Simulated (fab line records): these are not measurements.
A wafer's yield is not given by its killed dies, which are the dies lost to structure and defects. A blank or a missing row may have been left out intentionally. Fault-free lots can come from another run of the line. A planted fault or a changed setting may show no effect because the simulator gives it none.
Comparing a struck lot with a sound one -- flow sky130 -- 16 out of 708 route steps
Sound: wafers L476.1, L476.5, L476.6. The struck wafers were L483.2, L483.4, L483.6. The cause comes at the end.
Per side, at each step with rows, come the tool, then ch with its chambers, and then its first start. Under that, the readings that differ: sound wafers -- struck wafers -- difference of the means -- sigmas: that difference in standard deviations of wafers without a fault.
alike: readings with means less than 2 such deviations apart, plus words and numbers identical on both sides. not compared: withheld readings, readings lacking a value on some wafer, bounds such as >300 that could conceal the same value, and numbers that have no deviation in the record and whose values overlap.
Wherever a step has rows on one side only, a row that says differs or no value, or a row with sigmas, the two part there. Numbers that don't overlap but have no deviation are shown without sigmas and don't part them. A reading missing from all wafers of one side parts the sides only when that side holds two or more wafers.

first, 8 steps without rows for these wafers: SKY_METAL2_DEHYDRATE_07 (time 60 s); SKY_METAL2_HMDS_08 (prime time 60 s); SKY_METAL2_COAT_09 (resist thk 60 nm); SKY_METAL2_COAT_10 (resist thk 450 nm); SKY_METAL2_SOFTBAKE_11 (time 90 s); SKY_METAL2_EXPOSE_12 (exposes mask MM2, target cd 140 nm); SKY_METAL2_PEB_13; SKY_METAL2_DEVELOP_14 (develop time 60 s).
SKY_METAL2_CD_MEAS_15 targets a cd of 140 nm.
  sound on cdSem-02 at day 38 14:26; struck on cdSem-01 at day 40 17:31
  alike: cdNm
SKY_METAL2_OVL_MEAS_16:
  sound on overlay-01 at day 38 14:33; struck on overlay-01 at day 40 17:37
  alike: METAL2_OVL
SKY_METAL2_DESCUM_17: chemistry O2, time 8 s.
  sound on rieMetal-03 ch 0,1, day 38 14:35; struck on rieMetal-03 ch 0,1, day 40 17:38
  alike: drypumpMotorCurrentA, heBacksideLeakSccm, oesProductAu
  not compared: rfHoursCounterH
SKY_METAL2_ETCH_18: etches BARC in N2/H2, stops on SiO2, time 45.9 s, target depth 60 nm.
  sound on rieMetal-03 ch 0,1, day 38 14:37; struck on rieMetal-03 ch 0,1, day 40 17:41
  alike: drypumpMotorCurrentA, heBacksideLeakSccm, oesProductAu, throttleValvePct
  not compared: rfHoursCounterH
SKY_METAL2_METAL_ETCH_19: etches the open film in Cl2/BCl3, stops on SiO2, target depth 360 nm, time 78 s.
  sound on rieMetal-03 ch 0,1, day 38 14:41; struck on rieMetal-03 ch 0,1, day 40 17:44
reading,sound,struck,difference,sigmas
oesProductAu (a.u.),0.849 0.857 0.865,0.683 0.696 0.693,-0.166,-27
model.METAL2.featureDepthNm (nm),357.6 362.3 361.7,232.2 238.9 240,-123.5,
model.etch.depthNm (nm),357.6 362.3 361.7,232.2 238.9 240,-123.5,
model.KrF-thick_of_METAL2_COAT_10.thkNm (nm),169.4 153.2 169.7,277.6 273.3 273.3,+110.6,
  alike: drypumpMotorCurrentA, heBacksideLeakSccm, throttleValvePct
  not compared: rfHoursCounterH
SKY_METAL2_STRIP_20: strips in O2/N2.
  sound on plasmaAsher-02 ch 0,1, day 38 14:46; struck on plasmaAsher-02 ch 1, day 40 17:50
reading,sound,struck,difference,sigmas
oesProductAu (a.u.),0.354 0.330 0.344,0.402 0.385 0.390,+0.050,+9
stripTimeToEndpointS (s),2.81 2.62 2.80,3.99 3.96 3.92,+1.21,+19
  alike: drypumpMotorCurrentA
  not compared: rfHoursCounterH
then, 1 step without rows for these wafers: SKY_METAL2_STRIP_21 (strips in post etch residue remover, time 1200 s).
-- the record jumps here: 9 days lie between the struck wafers' starts before and after (it left off in module METAL2 and takes up again in module PAD_OPEN, whose first step shown is number 708 of the route) --
SKY_PAD_OPEN_PROBE_99:
  sound on prober-01 at day 48 10:02; struck on prober-01 at day 50 00:22
reading,sound,struck,difference,sigmas
defectLimitedYield (%),80.5 81.3 79.9,0 0 0,-81,-42
killed_at_M0_to_M3,49 40 48,451 449 451,+405,+64
killedDies,96 92 99,492 492 492,+396,+42
killedOnRim,16 18 20,96 96 96,+78,+20
killedShort,50 40 45,27 32 34,-14,-2
sort_bin_5_function (%),12.0 11.8 12.4,94.7 92.3 94.5,+81.8,+55
sortNPass,396 400 393,0 0 0,-396,-42
sortYieldPct (%),80.5 81.3 79.9,0 0 0,-81,-42
  alike: killed_at_M4_up, killedAtContacts, killedAtFrontEnd, killedAtOther, killedOpen, sort_bin_3_pad_short, sort_bin_6_memory

== WHERE THEY PART ==
Last at SKY_PAD_OPEN_PROBE_99 as far as this record goes, first at SKY_METAL2_METAL_ETCH_19.

WHY: whatever the simulator had introduced
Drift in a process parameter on rieMetal-03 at SKY_METAL2_METAL_ETCH_19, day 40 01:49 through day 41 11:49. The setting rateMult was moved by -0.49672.
